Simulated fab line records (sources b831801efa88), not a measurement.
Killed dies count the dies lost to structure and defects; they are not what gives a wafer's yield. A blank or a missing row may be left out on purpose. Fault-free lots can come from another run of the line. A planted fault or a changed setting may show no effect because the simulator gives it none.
fab line records    flow sky130
[record] lots = 12  wafers = 36  last_day = 50
route steps=708 shown FIELD_ISO@14 LDD_N@245 PAD_OPEN@708
lots that met no fault: from a run of the same line without faults
start_h: start of the lot's first displayed wafer, in hours after the record's first day    wait_h: hours from the lot's prior step to this one    " identical to the entry in the row above    L1.1+2: one row covering several wafers at once    - no value, or no start given    * or withheld: withheld    < > ~ a bound
route shown NAME@n: NAME is a module with steps in the file, n the number in the route of the first one    usual: the fault-free wafers' mean and standard deviation    same: alike in all rows    chamber/n: place in a boat    sites: per-site readings    _std_site: standard deviation of those values    _edge_site: the outer-site mean with the inner-site mean subtracted    radius_mm: how far each site lies from the wafer's centre    mask NAME#n: copy n    behind: the most recent tool/chamber to have shaped the wafer    hold: what put the lot on hold/how long, in hours/how the hold closed    device: whichever transistor did not switch (one of n, p or np)    end of line: the tests these same wafers got at the end of their route    step lacking rows: just its recipe    killed: dies that structure and defects cost at the first sort, which is not the same as the wafer's yield    map: the dies of a wafer, with x for killed, . for not killed, _ for no die there
set.NAME: the setting the step ran with; set.NAME@STEP: the setting that earlier step ran with    model.NAME: the simulator's own value behind a step, which no gauge read
the route's steps for a sample of lots (tables are steps, rows are wafers)
services: the hour from which a tool's chamber was out of use, counted from the record's first day as start_h (under 0 if before that day), plus the number of hours and why
[[steps]]
[step SKY_FIELD_ISO_CD_MEAS_13]
[recipe] target_cd_nm = 150
[usual] cd_nm = 149.7/1.5
lot.wafer  tool       chamber  start_h  wait_h  cd_nm
L472.3     cd_sem-01  -        64.93    -       148.6
L472.4     "          -        "        "       150.3
L472.6     "          -        "        "       148.0
L473.4     cd_sem-01  -        73.05    -       147.9
L473.5     "          -        "        "       149.5
L473.6     "          -        "        "       148.4
L477.1     cd_sem-02  -        90.44    -       145.6
L477.3     "          -        "        "       146.9
L477.6     "          -        "        "       147.8
L478.1     cd_sem-02  -        97.08    -       151.9
L478.2     "          -        "        "       151.5
L478.3     "          -        "        "       152.1
L479.1     cd_sem-01  -        101.14   -       150.8
L479.3     "          -        "        "       152.5
L479.4     "          -        "        "       151.3
L480.2     cd_sem-02  -        106.74   -       148.3
L480.5     "          -        "        "       149.5
L480.6     "          -        "        "       149.8
L481.1     cd_sem-01  -        112.83   -       150.6
L481.3     "          -        "        "       150.5
L481.5     "          -        "        "       148.5
L482.3     cd_sem-01  -        117.69   -       147.7
L482.4     "          -        "        "       148.6
L482.5     "          -        "        "       149.9
L483.3     cd_sem-01  -        122.43   -       147.2
L483.4     "          -        "        "       147.4
L483.5     "          -        "        "       148.1
L486.1     cd_sem-02  -        139.20   -       149.7
L486.4     "          -        "        "       148.3
L486.6     "          -        "        "       149.3
L487.2     cd_sem-01  -        144.22   -       151.7
L487.4     "          -        "        "       151.1
L487.5     "          -        "        "       152.0
L488.4     cd_sem-01  -        148.09   -       147.1
L488.5     "          -        "        "       149.7
L488.6     "          -        "        "       148.9
[step SKY_FIELD_ISO_THK_MEAS_25]
[recipe] reads = SiO2_of_FIELD_ISO_CVD_24
[usual] FIELD_ISO_CVD_24_THK = 597/5.4
lot.wafer  tool           chamber  start_h  wait_h  FIELD_ISO_CVD_24_THK[nm]
L472.3     film_metro-02  -        67.08    0.1     601
L472.4     "              -        "        "       608
L472.6     "              -        "        "       601
L473.4     film_metro-02  -        75.00    0.0     600
L473.5     "              -        "        "       593
L473.6     "              -        "        "       599
L477.1     film_metro-03  -        94.63    0.1     597
L477.3     "              -        "        "       594
L477.6     "              -        "        "       598
L478.1     film_metro-02  -        100.14   0.0     608
L478.2     "              -        "        "       600
L478.3     "              -        "        "       593
L479.1     film_metro-02  -        103.61   0.0     594
L479.3     "              -        "        "       595
L479.4     "              -        "        "       602
L480.2     film_metro-03  -        112.05   0.0     598
L480.5     "              -        "        "       588
L480.6     "              -        "        "       593
L481.1     film_metro-01  -        114.81   0.0     600
L481.3     "              -        "        "       599
L481.5     "              -        "        "       602
L482.3     film_metro-03  -        119.65   0.1     593
L482.4     "              -        "        "       590
L482.5     "              -        "        "       593
L483.3     film_metro-01  -        125.61   0.1     600
L483.4     "              -        "        "       599
L483.5     "              -        "        "       596
L486.1     film_metro-02  -        141.17   0.0     595
L486.4     "              -        "        "       599
L486.6     "              -        "        "       602
L487.2     film_metro-02  -        147.66   0.0     590
L487.4     "              -        "        "       595
L487.5     "              -        "        "       597
L488.4     film_metro-02  -        150.73   0.0     595
L488.5     "              -        "        "       596
L488.6     "              -        "        "       589
[step SKY_FIELD_ISO_CMP_27]
[recipe] stop_on = Si3N4  t_overpolish_s = 16  down_force_psi = 4  platen_rpm = 60  target_thk_nm = 457.8  pad_velocity_m_s = 0.94248
[usual] motor_current_A = 12.4/1.2  overpolish_run_s = 16.001/0.0095  time_to_endpoint_s = 112/4.4
lot.wafer  tool    chamber  start_h  wait_h  motor_current_A  overpolish_run_s  time_to_endpoint_s
L472.3     cmp-01  2        69.71    0.1     13.7             15.995            112
L472.4     "       3        "        "       10.9             15.988            117
L472.6     "       2        "        "       12.5             16.010            111
L473.4     cmp-01  3        76.53    0.0     11.1             15.996            108
L473.6     "       3        "        "       11.1             16.012            108
L473.5     "       0        "        "       11.3             15.987            113
L477.3     cmp-01  3        96.28    0.0     12.3             15.993            110
L477.1     "       1        "        "       13.0             16.004            112
L477.6     "       0        "        "       11.1             16.016            116
L478.3     cmp-01  3        103.09   0.1     11.3             15.992            106
L478.2     "       0        "        "       11.1             16.009            113
L478.1     "       1        "        "       12.7             15.992            111
L479.1     cmp-02  2        105.22   0.1     11.5             16.007            111
L479.3     "       3        "        "       13.9             15.994            112
L479.4     "       0        "        "       14.7             15.996            111
L480.2     cmp-02  3        114.33   0.1     14.0             15.991            121
L480.5     "       1        "        "       12.1             16.011            112
L480.6     "       2        "        "       11.9             16.004            111
L481.1     cmp-02  2        116.37   0.0     12.4             15.997            113
L481.3     "       0        "        "       14.4             15.995            118
L481.5     "       3        "        "       14.0             15.998            122
L482.4     cmp-01  2        121.19   0.0     13.1             15.994            107
L482.3     "       3        "        "       11.3             16.013            112
L482.5     "       3        "        "       11.4             16.004            114
L483.4     cmp-01  2        127.15   0.0     13.3             15.985            108
L483.3     "       0        "        "       10.7             16.018            119
L483.5     "       2        "        "       12.5             16.001            110
L486.1     cmp-01  3        143.55   0.0     11.5             16.021            109
L486.4     "       1        "        "       12.1             16.008            114
L486.6     "       3        "        "       11.1             16.004            110
L487.4     cmp-01  2        150.41   0.1     13.1             16.003            111
L487.2     "       3        "        "       11.3             15.988            116
L487.5     "       1        "        "       12.8             16.000            117
L488.4     cmp-01  2        153.39   0.0     13.1             15.999            109
L488.5     "       2        "        "       12.5             16.003            108
L488.6     "       3        "        "       11.9             16.004            108
[step SKY_LDD_N_IMPLANT_08]
[recipe] species = As  energy_kev = 20  dose_cm2 = 7.5e+13  tilt_deg = withheld  rotation_deg = 23
[usual] dose_ions_cm2 = 7.499e+13/8.5e+10  faraday_current_uA = 423/8.4
lot.wafer  tool          chamber  start_h  wait_h  dose_ions_cm2  faraday_current_uA
L472.3     implanter-04  0        467.83   0.1     5.992e+13      339
L472.4     "             0        "        "       5.995e+13      336
L472.6     "             0        "        "       5.983e+13      345
L473.4     implanter-04  0        478.51   0.1     5.993e+13      343
L473.5     "             0        "        "       5.995e+13      343
L473.6     "             0        "        "       5.985e+13      347
L477.1     implanter-01  0        538.18   0.0     7.502e+13      412
L477.3     "             0        "        "       7.487e+13      420
L477.6     "             0        "        "       7.488e+13      420
L478.1     implanter-03  0        538.48   0.0     7.499e+13      418
L478.2     "             0        "        "       7.501e+13      407
L478.3     "             0        "        "       7.497e+13      409
L479.1     implanter-04  0        539.08   0.3     7.489e+13      433
L479.3     "             0        "        "       7.492e+13      413
L479.4     "             0        "        "       7.495e+13      412
L481.1     implanter-04  0        545.38   0.0     7.516e+13      426
L481.3     "             0        "        "       7.499e+13      423
L481.5     "             0        "        "       7.496e+13      421
L480.2     implanter-01  0        550.06   0.0     7.495e+13      422
L480.5     "             0        "        "       7.503e+13      419
L480.6     "             0        "        "       7.495e+13      425
L482.3     implanter-04  0        550.93   0.1     7.51e+13       426
L482.4     "             0        "        "       7.493e+13      423
L482.5     "             0        "        "       7.505e+13      420
L483.3     implanter-04  0        567.63   0.1     7.491e+13      403
L483.4     "             0        "        "       7.488e+13      421
L483.5     "             0        "        "       7.491e+13      424
L486.1     implanter-03  0        584.93   0.0     7.509e+13      414
L486.4     "             0        "        "       7.499e+13      411
L486.6     "             0        "        "       7.499e+13      421
L487.2     implanter-01  0        595.81   0.0     7.515e+13      435
L487.4     "             0        "        "       7.494e+13      407
L487.5     "             0        "        "       7.507e+13      422
L488.4     implanter-01  0        603.81   0.1     7.481e+13      421
L488.5     "             0        "        "       7.516e+13      429
L488.6     "             0        "        "       7.492e+13      415
[step SKY_LDD_N_STRIP_16]
[recipe] chemistry = O2/N2  power_w = 1400  pressure_mtorr = 1500  platen_temp_c = withheld  o2_flow_sccm = 3000  n2_flow_sccm = 300  overash_fraction = 0.5
[usual] drypump_motor_current_A = 5.4/0.37  oes_product_au = 0.407/0.0047  strip_time_to_endpoint_s = 4.317/0.013
lot.wafer  tool             chamber  start_h  wait_h  drypump_motor_current_A  oes_product_au  rf_hours_counter_h  strip_time_to_endpoint_s
L472.3     plasma_asher-03  1        469.01   0.1     5.2                      0.401           -                   4.280
L472.4     "                0        "        "       4.9                      0.401           -                   4.281
L472.6     "                1        "        "       5.3                      0.409           -                   4.259
L473.4     plasma_asher-04  0        479.67   0.1     5.7                      0.410           -                   4.284
L473.5     "                1        "        "       5.6                      0.401           -                   4.276
L473.6     "                0        "        "       5.7                      0.414           -                   4.275
L477.1     plasma_asher-01  0        539.38   0.1     5.9                      0.400           10                  4.310
L477.3     "                0        "        "       6.0                      0.407           -                   4.315
L477.6     "                0        "        "       5.9                      0.412           -                   4.313
L478.1     plasma_asher-04  0        539.68   0.1     5.6                      0.407           37                  4.335
L478.2     "                1        "        "       5.6                      0.402           37                  4.325
L478.3     "                1        "        "       5.6                      0.414           -                   4.312
L479.1     plasma_asher-03  1        540.28   0.1     5.2                      0.404           71                  4.312
L479.3     "                1        "        "       5.3                      0.407           -                   4.312
L479.4     "                0        "        "       4.9                      0.400           -                   4.311
L481.1     plasma_asher-03  0        546.58   0.1     4.9                      0.403           72                  4.294
L481.3     "                0        "        "       4.9                      0.411           -                   4.305
L481.5     "                1        "        "       5.2                      0.406           -                   4.297
L480.2     plasma_asher-03  1        551.23   0.1     5.3                      0.414           72                  4.321
L480.5     "                0        "        "       4.9                      0.408           -                   4.324
L480.6     "                1        "        "       5.2                      0.403           -                   4.310
L482.3     plasma_asher-04  0        552.11   0.1     5.7                      0.400           -                   4.301
L482.4     "                1        "        "       5.6                      0.404           -                   4.304
L482.5     "                1        "        "       5.6                      0.411           -                   4.312
L483.3     plasma_asher-03  0        568.81   0.1     4.9                      0.409           -                   4.307
L483.4     "                1        "        "       5.2                      0.403           -                   4.325
L483.5     "                1        "        "       5.2                      0.407           -                   4.324
L486.1     plasma_asher-04  0        586.13   0.1     5.7                      0.409           42                  4.329
L486.4     "                1        "        "       5.6                      0.404           -                   4.327
L486.6     "                1        "        "       5.6                      0.414           -                   4.348
L487.2     plasma_asher-04  1        596.98   0.1     5.6                      0.410           43                  4.330
L487.4     "                0        "        "       5.6                      0.410           -                   4.343
L487.5     "                1        "        "       5.6                      0.408           -                   4.334
L488.4     plasma_asher-01  1        604.97   0.1     6.0                      0.408           -                   4.314
L488.5     "                1        "        "       6.0                      0.406           -                   4.305
L488.6     "                0        "        "       5.9                      0.399           -                   4.326
[step SKY_PAD_OPEN_PROBE_99]
[usual] killed_at_M0_to_M3 = 43/7.3  killed_at_M4_up = 3.6/1.9  killed_at_contacts = 23/5.3  killed_at_front_end = 15/4.5  killed_at_other = 0.3/0.72  killed_dies = 85/9.4  killed_open = 46/6.7  killed_short = 38/6.8
[same] gross_dies = 492  killed_at_back_side = 0
lot.wafer  tool       chamber  start_h  wait_h  killed_at_M0_to_M3  killed_at_M4_up  killed_at_contacts  killed_at_front_end  killed_at_other  killed_dies  killed_open  killed_short
L472.3     prober-01  -        1116.77  0.2     39                  6                26                  10                   1                82           32           50
L472.4     prober-01  -        1116.82  0.2     41                  3                24                  16                   1                85           46           39
L472.6     prober-01  -        1116.92  0.2     50                  4                21                  16                   0                91           47           44
L473.4     prober-01  -        1129.18  0.2     33                  3                15                  20                   0                71           40           31
L473.5     prober-01  -        1129.23  0.2     39                  4                34                  14                   0                91           55           36
L473.6     prober-01  -        1129.28  0.2     46                  3                23                  17                   0                89           52           34
L477.1     prober-02  -        1164.21  0.1     23                  4                29                  18                   0                74           40           34
L477.3     prober-02  -        1164.31  0.2     34                  2                21                  13                   0                70           35           35
L477.6     prober-02  -        1164.46  0.3     41                  6                24                  17                   0                88           54           34
L479.1     prober-01  -        1166.06  0.1     48                  2                26                  10                   0                86           44           41
L479.3     prober-01  -        1166.16  0.2     54                  4                22                  10                   0                90           46           44
L479.4     prober-01  -        1166.21  0.2     39                  2                21                  9                    0                71           37           34
L478.1     prober-02  -        1168.37  0.1     52                  5                13                  16                   0                86           47           39
L478.2     prober-02  -        1168.42  0.1     37                  1                24                  23                   2                87           43           44
L478.3     prober-02  -        1168.47  0.2     39                  3                13                  20                   0                75           47           28
L481.1     prober-01  -        1169.47  0.1     35                  5                20                  20                   0                80           45           34
L481.3     prober-01  -        1169.57  0.2     27                  4                26                  13                   0                70           41           29
L481.5     prober-01  -        1169.67  0.2     40                  1                18                  21                   0                80           44           35
L480.2     prober-02  -        1170.86  0.1     43                  6                27                  17                   0                93           48           45
L480.5     prober-02  -        1171.01  0.2     33                  3                26                  14                   1                77           45           32
L480.6     prober-02  -        1171.06  0.2     51                  4                22                  11                   0                88           42           46
L482.3     prober-01  -        1173.42  0.2     51                  1                22                  9                    0                83           39           44
L482.4     prober-01  -        1173.47  0.2     36                  5                23                  28                   0                92           52           40
L482.5     prober-01  -        1173.52  0.2     58                  6                15                  16                   0                95           54           41
L483.3     prober-02  -        1180.51  0.2     39                  2                25                  14                   0                80           38           42
L483.4     prober-02  -        1180.56  0.2     45                  7                32                  17                   0                101          59           42
L483.5     prober-02  -        1180.61  0.2     44                  3                28                  7                    0                82           43           39
L486.1     prober-02  -        1190.51  0.1     44                  5                17                  20                   0                86           45           41
L486.4     prober-02  -        1190.66  0.2     43                  4                19                  13                   0                79           38           41
L486.6     prober-02  -        1190.76  0.2     39                  3                13                  16                   0                71           32           39
L487.2     prober-02  -        1198.13  0.1     40                  4                27                  13                   0                84           42           42
L487.4     prober-02  -        1198.23  0.2     46                  7                28                  9                    0                90           56           34
L487.5     prober-02  -        1198.28  0.2     37                  6                27                  14                   0                84           35           49
L488.4     prober-01  -        1203.35  0.2     47                  3                25                  12                   1                88           41           45
L488.5     prober-01  -        1203.40  0.2     46                  4                25                  13                   0                88           50           37
L488.6     prober-01  -        1203.45  0.2     55                  3                13                  6                    0                77           46           31
// killed by level:class
L472.3 METAL1:geometric_particle:short=10 LI_CONTACT:geometric_particle:open=7 VIA3:geometric_particle:open=7 CONTACT:geometric_particle:open=7 LOCAL_INTERCONNECT:geometric_particle:short=6 CONTACT:geometric_particle:short=6 METAL2:geometric_particle:short=6 METAL4:geometric_particle:short=6
L472.4 VIA1:geometric_particle:open=10 LI_CONTACT:geometric_particle:open=7 LOCAL_INTERCONNECT:geometric_particle:short=7 METAL1:geometric_particle:short=7 CONTACT:geometric_particle:open=6 VIA2:geometric_particle:open=5 FIELD_ISO:geometric_particle:open=4 VIA1:geometric_particle:short=4
L472.6 VIA1:geometric_particle:open=13 CONTACT:geometric_particle:open=10 VIA3:geometric_particle:open=7 VIA1:geometric_particle:short=7 VIA2:geometric_particle:open=6 FIELD_ISO:geometric_particle:short=4 POLY_GATE:geometric_particle:short=4 LI_CONTACT:geometric_particle:open=4
L473.4 VIA1:geometric_particle:open=8 CONTACT:geometric_particle:open=7 METAL2:geometric_particle:short=7 POLY_GATE:geometric_particle:short=6 FIELD_ISO:geometric_particle:open=4 POLY_GATE:geometric_particle:open=4 LI_CONTACT:geometric_particle:open=4 CONTACT:geometric_particle:short=4
L473.5 CONTACT:geometric_particle:open=15 VIA1:geometric_particle:open=14 LI_CONTACT:geometric_particle:open=7 VIA3:geometric_particle:open=7 FIELD_ISO:geometric_particle:short=5 VIA2:geometric_particle:open=5 LOCAL_INTERCONNECT:geometric_particle:short=5 CONTACT:geometric_particle:short=5
L473.6 CONTACT:geometric_particle:open=11 VIA2:geometric_particle:open=8 VIA3:geometric_particle:open=7 METAL1:geometric_particle:short=6 VIA1:geometric_particle:open=6 VIA1:geometric_particle:short=5 LI_CONTACT:geometric_particle:open=4 FIELD_ISO:geometric_particle:short=3
L477.1 CONTACT:geometric_particle:open=11 POLY_GATE:geometric_particle:open=8 LI_CONTACT:geometric_particle:open=8 METAL2:geometric_particle:short=5 CONTACT:geometric_particle:short=4 METAL4:geometric_particle:short=4 POLY_GATE:geometric_particle:short=3 LOCAL_INTERCONNECT:geometric_particle:short=3
L477.3 CONTACT:geometric_particle:open=7 VIA1:geometric_particle:short=6 LI_CONTACT:geometric_particle:open=6 METAL1:geometric_particle:short=6 LOCAL_INTERCONNECT:geometric_particle:short=5 METAL2:geometric_particle:short=5 VIA2:geometric_particle:open=5 POLY_GATE:geometric_particle:open=4
L477.6 CONTACT:geometric_particle:open=9 VIA3:geometric_particle:open=8 VIA1:geometric_particle:open=8 VIA2:geometric_particle:open=6 METAL1:geometric_particle:short=6 FIELD_ISO:geometric_particle:open=4 POLY_GATE:geometric_particle:open=4 LI_CONTACT:geometric_particle:open=4
L479.1 CONTACT:geometric_particle:open=11 METAL1:geometric_particle:short=10 VIA1:geometric_particle:open=8 LOCAL_INTERCONNECT:geometric_particle:short=7 VIA3:geometric_particle:open=7 VIA1:geometric_particle:short=7 METAL2:geometric_particle:short=5 LI_CONTACT:geometric_particle:open=4
L479.3 VIA3:geometric_particle:open=13 METAL1:geometric_particle:short=12 VIA1:geometric_particle:open=10 CONTACT:geometric_particle:open=8 VIA1:geometric_particle:short=7 LI_CONTACT:geometric_particle:open=5 LOCAL_INTERCONNECT:geometric_particle:short=4 CONTACT:geometric_particle:short=4
L479.4 METAL1:geometric_particle:short=9 VIA1:geometric_particle:open=8 LI_CONTACT:geometric_particle:open=7 VIA2:geometric_particle:open=7 VIA3:geometric_particle:open=5 FIELD_ISO:geometric_particle:short=4 LOCAL_INTERCONNECT:geometric_particle:short=4 CONTACT:geometric_particle:open=4
L478.1 VIA2:geometric_particle:open=10 VIA1:geometric_particle:open=10 VIA1:geometric_particle:short=8 METAL2:geometric_particle:short=7 CONTACT:geometric_particle:open=6 FIELD_ISO:geometric_particle:short=5 FIELD_ISO:geometric_particle:open=4 POLY_GATE:geometric_particle:open=4
L478.2 CONTACT:geometric_particle:open=10 VIA1:geometric_particle:open=9 FIELD_ISO:geometric_particle:short=7 FIELD_ISO:geometric_particle:open=6 POLY_GATE:geometric_particle:short=6 LI_CONTACT:geometric_particle:open=5 VIA2:geometric_particle:open=5 METAL1:geometric_particle:short=4
L478.3 POLY_GATE:geometric_particle:open=9 VIA3:geometric_particle:open=9 VIA1:geometric_particle:open=7 FIELD_ISO:geometric_particle:open=5 LI_CONTACT:geometric_particle:open=5 CONTACT:geometric_particle:open=5 VIA2:geometric_particle:open=5 FIELD_ISO:geometric_particle:short=4
L481.1 VIA1:geometric_particle:open=10 LI_CONTACT:geometric_particle:open=8 FIELD_ISO:geometric_particle:short=5 POLY_GATE:geometric_particle:open=5 CONTACT:geometric_particle:short=5 POLY_GATE:geometric_particle:short=4 VIA3:geometric_particle:open=4 VIA2:geometric_particle:open=4
L481.3 CONTACT:geometric_particle:open=12 VIA2:geometric_particle:open=10 LI_CONTACT:geometric_particle:open=5 FIELD_ISO:geometric_particle:short=4 CONTACT:geometric_particle:short=4 VIA1:geometric_particle:open=4 METAL1:geometric_particle:short=3 METAL2:geometric_particle:short=3
L481.5 CONTACT:geometric_particle:open=9 METAL2:geometric_particle:short=7 VIA3:geometric_particle:open=7 POLY_GATE:geometric_particle:open=6 VIA2:geometric_particle:open=5 POLY_GATE:geometric_particle:short=4 LI_CONTACT:geometric_particle:open=4 VIA1:geometric_particle:open=4
L480.2 CONTACT:geometric_particle:short=10 CONTACT:geometric_particle:open=9 VIA1:geometric_particle:open=7 METAL1:geometric_particle:short=6 VIA2:geometric_particle:open=6 VIA3:geometric_particle:open=6 POLY_GATE:geometric_particle:open=5 METAL2:geometric_particle:short=5
L480.5 LOCAL_INTERCONNECT:geometric_particle:short=8 CONTACT:geometric_particle:open=8 VIA2:geometric_particle:open=8 VIA3:geometric_particle:open=8 LI_CONTACT:geometric_particle:open=7 VIA1:geometric_particle:open=5 POLY_GATE:geometric_particle:short=4 POLY_GATE:geometric_particle:open=4
L480.6 CONTACT:geometric_particle:open=8 VIA2:geometric_particle:open=7 METAL1:geometric_particle:short=7 VIA1:geometric_particle:open=7 VIA1:geometric_particle:short=7 METAL2:geometric_particle:short=6 FIELD_ISO:geometric_particle:short=5 LI_CONTACT:geometric_particle:open=5
L482.3 VIA1:geometric_particle:open=10 VIA1:geometric_particle:short=7 VIA2:geometric_particle:open=7 METAL3:geometric_particle:short=7 VIA3:geometric_particle:open=6 LI_CONTACT:geometric_particle:open=5 LOCAL_INTERCONNECT:geometric_particle:short=5 FIELD_ISO:geometric_particle:short=4
L482.4 CONTACT:geometric_particle:open=12 POLY_GATE:geometric_particle:short=8 POLY_GATE:geometric_particle:open=8 LI_CONTACT:geometric_particle:open=6 METAL1:geometric_particle:short=6 METAL2:geometric_particle:short=6 FIELD_ISO:geometric_particle:open=5 VIA1:geometric_particle:short=5
L482.5 VIA1:geometric_particle:open=14 VIA1:geometric_particle:short=10 VIA3:geometric_particle:open=7 POLY_GATE:geometric_particle:open=6 CONTACT:geometric_particle:open=6 METAL3:geometric_particle:short=6 METAL2:geometric_particle:short=6 VIA2:geometric_particle:open=6
L483.3 CONTACT:geometric_particle:open=8 METAL1:geometric_particle:short=8 VIA1:geometric_particle:short=7 VIA2:geometric_particle:open=7 VIA1:geometric_particle:open=6 LI_CONTACT:geometric_particle:short=5 FIELD_ISO:geometric_particle:short=4 LI_CONTACT:geometric_particle:open=4
L483.4 LI_CONTACT:geometric_particle:open=12 VIA1:geometric_particle:open=11 CONTACT:geometric_particle:open=7 CONTACT:geometric_particle:short=7 VIA2:geometric_particle:open=7 METAL1:geometric_particle:short=6 VIA1:geometric_particle:short=6 VIA3:geometric_particle:open=6
L483.5 LI_CONTACT:geometric_particle:open=11 VIA2:geometric_particle:open=9 VIA1:geometric_particle:open=8 VIA1:geometric_particle:short=7 CONTACT:geometric_particle:short=6 VIA3:geometric_particle:open=5 LOCAL_INTERCONNECT:geometric_particle:short=5 METAL1:geometric_particle:short=5
L486.1 VIA1:geometric_particle:open=13 METAL1:geometric_particle:short=7 FIELD_ISO:geometric_particle:open=6 LI_CONTACT:geometric_particle:open=6 CONTACT:geometric_particle:open=6 FIELD_ISO:geometric_particle:short=5 METAL4:geometric_particle:short=4 METAL2:geometric_particle:short=3
L486.4 VIA3:geometric_particle:short=7 VIA1:geometric_particle:open=6 CONTACT:geometric_particle:open=6 METAL1:geometric_particle:short=6 METAL3:geometric_particle:short=6 FIELD_ISO:geometric_particle:open=5 CONTACT:geometric_particle:short=5 VIA3:geometric_particle:open=5
L486.6 METAL1:geometric_particle:short=10 METAL2:geometric_particle:short=8 CONTACT:geometric_particle:open=6 VIA1:geometric_particle:open=6 FIELD_ISO:geometric_particle:short=5 VIA3:geometric_particle:open=4 FIELD_ISO:geometric_particle:open=3 LI_CONTACT:geometric_particle:open=3
L487.2 CONTACT:geometric_particle:open=10 VIA1:geometric_particle:open=9 VIA2:geometric_particle:open=7 METAL1:geometric_particle:short=6 VIA1:geometric_particle:short=6 LI_CONTACT:geometric_particle:open=5 LOCAL_INTERCONNECT:geometric_particle:short=5 CONTACT:geometric_particle:short=5
L487.4 VIA3:geometric_particle:open=13 LI_CONTACT:geometric_particle:open=10 CONTACT:geometric_particle:open=9 METAL2:geometric_particle:short=9 VIA1:geometric_particle:open=8 FIELD_ISO:geometric_particle:open=6 CONTACT:geometric_particle:short=5 METAL4:geometric_particle:short=4
L487.5 CONTACT:geometric_particle:open=11 METAL1:geometric_particle:short=8 LI_CONTACT:geometric_particle:open=7 METAL2:geometric_particle:short=7 FIELD_ISO:geometric_particle:short=6 METAL4:geometric_particle:short=6 LOCAL_INTERCONNECT:geometric_particle:short=5 VIA1:geometric_particle:short=4
L488.4 VIA1:geometric_particle:open=11 LI_CONTACT:geometric_particle:open=8 CONTACT:geometric_particle:open=7 VIA2:geometric_particle:open=6 FIELD_ISO:geometric_particle:short=5 METAL3:geometric_particle:short=5 VIA3:geometric_particle:short=5 METAL2:geometric_particle:short=4
L488.5 VIA1:geometric_particle:open=12 CONTACT:geometric_particle:open=9 VIA3:geometric_particle:open=7 LI_CONTACT:geometric_particle:open=6 LOCAL_INTERCONNECT:geometric_particle:short=5 VIA2:geometric_particle:open=5 METAL1:geometric_particle:short=5 VIA1:geometric_particle:short=4
L488.6 VIA1:geometric_particle:open=10 VIA3:geometric_particle:open=10 VIA2:geometric_particle:open=9 VIA1:geometric_particle:short=6 CONTACT:geometric_particle:open=5 METAL1:geometric_particle:short=5 METAL2:geometric_particle:short=5 LI_CONTACT:geometric_particle:open=4
[[services]]
tool             chamber  start_h  hours  kind
cmp-01           -        64.00    4.0    pm
cmp-01           -        79.28    2.0    repair
plasma_asher-04  -        108.75   9.0    pm
cmp-01           -        127.75   4.3    pm
plasma_asher-03  -        131.21   14.6   pm
cmp-01           -        144.71   1.4    repair
plasma_asher-03  -        155.23   1.2    repair
cmp-01           -        155.39   1.2    repair
plasma_asher-03  -        156.31   2.3    repair
cmp-01           -        163.89   1.0    repair
cmp-01           -        211.10   2.2    repair
cmp-01           -        213.59   1.4    repair
plasma_asher-03  -        220.43   4.1    repair
cmp-01           -        283.73   12.4   pm
implanter-04     -        366.76   2.1    repair
implanter-04     -        375.49   4.3    pm
implanter-04     -        386.63   15.9   pm
cmp-01           -        404.00   4.0    pm
implanter-04     -        413.06   3.6    repair
cmp-01           -        446.91   4.3    pm
cmp-01           -        473.63   4.6    repair
cmp-01           -        492.72   3.9    pm
implanter-04     -        564.01   3.3    repair
implanter-04     -        586.96   0.8    repair
[[key]]
[first_sign] step = SKY_LDD_N_IMPLANT_08  reading = dose_ions_cm2  direction = down  sigmas = 99+  usual = *  struck = *
[effect] step = SKY_LDD_N_IMPLANT_08  reading = faraday_current_uA  direction = down  sigmas = 9.6  usual = 423  struck = 342
[effect] step = SKY_LDD_N_STRIP_16  reading = strip_time_to_endpoint_s  direction = down  sigmas = 3.3  usual = *  struck = *
met_at SKY_LDD_N_IMPLANT_08
struck_lots L472,L473
tester_left_out L472,L473
not_acting_at SKY_FIELD_ISO_CD_MEAS_13,SKY_FIELD_ISO_THK_MEAS_25,SKY_FIELD_ISO_CMP_27
[fault] kind = process_parameter_drift  tool = implanter-04  chamber = -  onset_h = 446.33  steps = SKY_LDD_N_IMPLANT_08  channel = dose_cm2  offset = *  shape = step  end_h = 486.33  acts_in = *  stated = *
// tester_left_out: of these lots the tester's yield and bins aren't shown, on N5 and GAA mostly nor the transistor test; their killed dies are dies lost to structure and defects alone, not to doping, threshold or leakage, so they don't give the yield
